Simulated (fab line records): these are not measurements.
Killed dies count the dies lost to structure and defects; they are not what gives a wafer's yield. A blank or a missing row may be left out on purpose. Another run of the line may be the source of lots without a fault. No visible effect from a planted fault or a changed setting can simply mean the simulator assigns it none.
Matching of chambers ; flow gf180mcu ; cmp-01 running GF_STI_CMP_25: 4 sister chambers
The step polishes, stops on Si3N4, t overpolish 33 s, target thk 524.6 nm. 7 wafers are shown with their chamber, then 7 later ones without.

== WAFERS WITH THEIR CHAMBER ==
wafer;chamber;motorCurrentA (A);timeToEndpointS (s)
L903.3;0;12.1;126
L903.6;1;11.4;130
L909.2;3;12.8;133
L909.3;2;12.7;129
L909.6;2;13.8;129
L912.1;1;11.8;135
L912.2;3;12.4;132

== WAFERS WHOSE CHAMBER IS MISSING ==
wafer;motorCurrentA (A);timeToEndpointS (s)
L912.6;13.7;133
L913.3;12.4;132
L913.5;11.2;134
L913.6;12.3;129
L918.3;13.1;133
L918.4;12.2;132
L918.6;12.8;133

== EACH ONE'S CHAMBER ==
wafer;from the rows above;in truth
L912.6;can't be placed: 2 or 3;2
L913.3;can't be placed: 3 or 1 or 2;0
L913.5;can't be placed: 1 or 3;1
L913.6;can't be placed: 0 or 3 or 2 or 1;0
L918.3;can't be placed: 3 or 2 or 1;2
L918.4;can't be placed: 3 or 1 or 2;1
L918.6;can't be placed: 3 or 2 or 1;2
Placed correctly: 0 of 7. These rows do not allow placing 7 (true chamber among the candidates in 6). Placed wrongly: 0.
How it was worked out, from the rows above alone: a wafer's distance from a chamber is the root of the sum, over the readings, of the square of ((its reading less the chamber's mean) divided by the reading's scatter). If the next closest chamber is less than 2 further off than the closest, the wafer can't be placed; otherwise it belongs to the closest. Each chamber's mean is taken over the wafers shown for it. How the scatter is found: for the shown wafers, subtract from each reading the mean of its chamber, square and add these, divide the total by (wafers less chambers), then take the root.
